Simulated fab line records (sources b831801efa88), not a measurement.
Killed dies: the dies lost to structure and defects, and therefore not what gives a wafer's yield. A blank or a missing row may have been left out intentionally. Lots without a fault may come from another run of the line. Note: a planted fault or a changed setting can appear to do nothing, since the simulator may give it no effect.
Comparing a struck lot with a sound one -- flow sky130 -- 15 out of 708 route steps
Sound: the wafers L611.1, L611.4, L611.6. The struck wafers were L604.1, L604.2, L604.3. The cause is given at the end.
At each step with rows: each side's tool, then ch and its chambers, then its first start. Under that, the readings that differ: sound wafers -- struck wafers -- difference of the means -- sigmas: that difference in standard deviations of wafers without a fault.
alike: same words and numbers on both sides, and readings whose means sit less than 2 such deviations apart. not compared: any withheld reading, any reading some wafer has no value for, any bound like >300 that may hide the same value, and any number with overlapping values for which the record gives no deviation.
Wherever a step has rows on one side only, a row that says differs or no value, or a row with sigmas, the two part there. Numbers that don't overlap but have no deviation are shown without sigmas and don't part them. A reading that every wafer of one side lacks parts them only if that side has two wafers or more.

first, 5 steps without rows for these wafers: SKY_SONOS_TUNNEL_COAT_02 (resist thk 1140 nm); SKY_SONOS_TUNNEL_SOFTBAKE_03 (time 60 s); SKY_SONOS_TUNNEL_EXPOSE_04 (exposes mask TUNM, target cd 410 nm); SKY_SONOS_TUNNEL_PEB_05; SKY_SONOS_TUNNEL_DEVELOP_06 (develop time 60 s).
SKY_SONOS_TUNNEL_CD_MEAS_07: the cd target is 410 nm.
  sound: cdSem-01 at day 17 20:21; struck: cdSem-02 at day 15 07:57
  alike: cdNm
SKY_SONOS_TUNNEL_OVL_MEAS_08:
  sound: overlay-02 at day 17 20:28; struck: overlay-01 at day 15 08:04
  alike: SONOS_TUNNEL_OVL
then, 3 steps without rows for these wafers: SKY_SONOS_TUNNEL_IMPLANT_09; SKY_SONOS_TUNNEL_WET_ETCH_10 (etches SiO2 in dHF, target depth 14 nm, time 280 s); SKY_SONOS_TUNNEL_STRIP_11 (strips in SPM, time 600 s).
SKY_SONOS_TUNNEL_TW_MEAS_12:
  sound: filmMetro-04 at day 17 20:59; struck: filmMetro-03 at day 15 08:31
  alike: SONOS_TUNNEL_TW
then, 1 step without rows for these wafers: SKY_SONOS_TUNNEL_CLEAN_13 (cleans in dHF, time 20 s).
SKY_SONOS_ONO_OXIDATION_00: stabilise 600 s, purge 300 s, target thk 2.6 nm.
  sound on furnace-01 ch 0, day 17 22:56; struck on furnace-01 ch 0, day 15 08:50
reading,sound,struck,difference,sigmas
spikeTcBottomC (C),824.0 824.5 824.3,830.7 831.8 829.7,+6.5,+4
spikeTcCentreC (C),801.3 800.8 802.1,808.8 809.3 809.2,+7.7,+7
spikeTcLowerC (C),799.9 796.7 799.2,807.8 807.1 807.8,+9.0,+7
spikeTcTopC (C),814 815 815,824 821 822,+8,+2
spikeTcUpperC (C),801.5 802.0 801.7,806.4 808.9 808.7,+6.3,+4
model.SiO2_of_SONOS_ONO_OXIDATION_00.thkNm (nm),2.617 2.616 2.628,2.984 2.964 2.957,+0.348,
  alike: tubeCenterTempC
SKY_SONOS_ONO_THK_MEAS_01:
  sound: filmMetro-03 at day 18 00:17; struck: filmMetro-02 at day 15 10:25
reading,sound,struck,difference,sigmas
SONOS_ONO_OXIDATION_THK (nm),2.56 2.68 2.58,3.01 2.96 2.95,+0.37,+6
  not compared: hold
-- record jumps: 33 days separate the struck wafers' starts on either side; left off in module SONOS_ONO, taken up again in module PAD_OPEN, whose first shown step is the route's number 708 --
SKY_PAD_OPEN_PROBE_99:
  sound: prober-01 at day 50 04:06; struck: prober-02 at day 48 18:42
reading,sound,struck,difference,sigmas
model.etest.capOno.gateLog10ACm2,-7.754 -7.828 -7.798,-8.087 -8.211 -8.098,-0.339,
model.etest.capOno.toxAccNm (nm),12.77 12.79 12.78,12.95 13.07 12.98,+0.22,
model.etest.sonosErased.vtV (V),-2.322 -2.293 -2.306,-2.068 -2.056 -2.075,+0.241,
  alike: killed_at_M0_to_M3, killed_at_M4_up, killedAtContacts, killedAtFrontEnd, killedAtOther, killedDies, killedOnRim, killedOpen, killedShort
  not compared: model.etest.sonosErased.driveUaUm, model.etest.sonosBaked.vtLessV

WHERE THEY PART
Earliest at SKY_SONOS_ONO_OXIDATION_00; latest, in this record, at SKY_SONOS_ONO_THK_MEAS_01. Later steps at which nothing parts them and some readings are alike: SKY_PAD_OPEN_PROBE_99.

WHY: the cause the simulator had injected
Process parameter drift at SKY_SONOS_ONO_OXIDATION_00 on furnace-01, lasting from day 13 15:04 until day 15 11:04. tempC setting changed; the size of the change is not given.
